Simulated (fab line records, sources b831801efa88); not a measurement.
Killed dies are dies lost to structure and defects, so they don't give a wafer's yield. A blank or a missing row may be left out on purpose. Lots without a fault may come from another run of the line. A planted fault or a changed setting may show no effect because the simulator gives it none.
A struck lot beside a sound one | flow gf180mcu | 17 steps out of a route of 602
Sound: wafers L939.1, L939.5, L939.6. Struck: wafers L955.1, L955.5, L955.6. The cause comes at the end.
At each step with rows: each side's tool, then ch and its chambers, then its first start. Under that, the readings that differ: sound wafers | struck wafers | difference of the means | sigmas: that difference in standard deviations of wafers without a fault.
alike: readings whose means differ by less than 2 such deviations, and words and numbers that are the same on both sides. not compared: withheld readings, readings that some wafer has no value for, bounds like >300 that may hide the same value, and numbers for which the record gives no deviation and whose values overlap.
The two part at a step that has a row with sigmas, a row that says differs or no value, or rows on one side only. Numbers that don't overlap but have no deviation are shown without sigmas and don't part them. A reading that every wafer of one side lacks parts them only if that side has two wafers or more.

first, 2 steps without rows for these wafers: GF_DNWELL_DEVELOP_06 (develop time 60 s); GF_DNWELL_IMPLANT_07.
GF_DNWELL_STRIP_08: strips in O2/N2.
  sound on plasma_asher-03 ch 0,1, day 2 23:50; struck on plasma_asher-04 ch 0,1, day 6 09:49
  alike: drypump_motor_current_A, heater_power_w, oes_product_au, strip_time_to_endpoint_s
  not compared: rf_hours_counter_h
GF_DNWELL_TW_MEAS_09:
  sound on film_metro-03, day 2 23:58; struck on film_metro-02, day 6 09:55
  alike: DNWELL_TW
then, 7 steps without rows for these wafers: GF_NWELL_DEHYDRATE_00 (time 60 s); GF_NWELL_HMDS_01 (prime time 60 s); GF_NWELL_COAT_02 (resist thk 3000 nm); GF_NWELL_SOFTBAKE_03; GF_NWELL_EXPOSE_04 (exposes mask Nwell, target cd 860 nm); GF_NWELL_PEB_05; GF_NWELL_DEVELOP_06 (develop time 60 s).
GF_NWELL_OVL_MEAS_07:
  sound on overlay-02, day 3 13:03; struck on overlay-01, day 7 00:54
  alike: NWELL_OVL
GF_NWELL_IMPLANT_08:
  sound on implanter-02 ch 0, day 3 13:05; struck on implanter-02 ch 0, day 7 00:56
  reading                   | sound             | struck            | difference | sigmas
  implant_ion_amu           | 31 31 31          | 75 75 75          | +44        |
  model.implant.rp_nm (nm)  | 553.5 553.5 553.5 | 250.2 250.2 250.2 | -303.3     |
  model.implant.drp_nm (nm) | 123.9 123.9 123.9 | 82.19 82.19 82.19 | -41.71     |
then, 1 step without rows for these wafers: GF_NWELL_IMPLANT_09.
GF_NWELL_STRIP_10: strips in O2/N2.
  sound on plasma_asher-03 ch 0,1, day 3 13:23; struck on plasma_asher-01 ch 0,1, day 7 01:14
  alike: drypump_motor_current_A, heater_power_w, oes_product_au, strip_time_to_endpoint_s
  not compared: rf_hours_counter_h
GF_NWELL_TW_MEAS_11:
  sound on film_metro-04, day 3 13:29; struck on film_metro-01, day 7 01:34
  reading  | sound          | struck         | difference | sigmas
  NWELL_TW | 1577 1587 1591 | 2452 2443 2429 | +856       | +78
  not compared: hold
GF_PASSIVATION_PROBE_99:
  the record has rows for the sound wafers here (prober-02, day 29 16:06) and none for the struck ones

WHERE THEY PART
First at GF_NWELL_TW_MEAS_11; last, within this record, at GF_PASSIVATION_PROBE_99.

WHY: what the simulator had put in
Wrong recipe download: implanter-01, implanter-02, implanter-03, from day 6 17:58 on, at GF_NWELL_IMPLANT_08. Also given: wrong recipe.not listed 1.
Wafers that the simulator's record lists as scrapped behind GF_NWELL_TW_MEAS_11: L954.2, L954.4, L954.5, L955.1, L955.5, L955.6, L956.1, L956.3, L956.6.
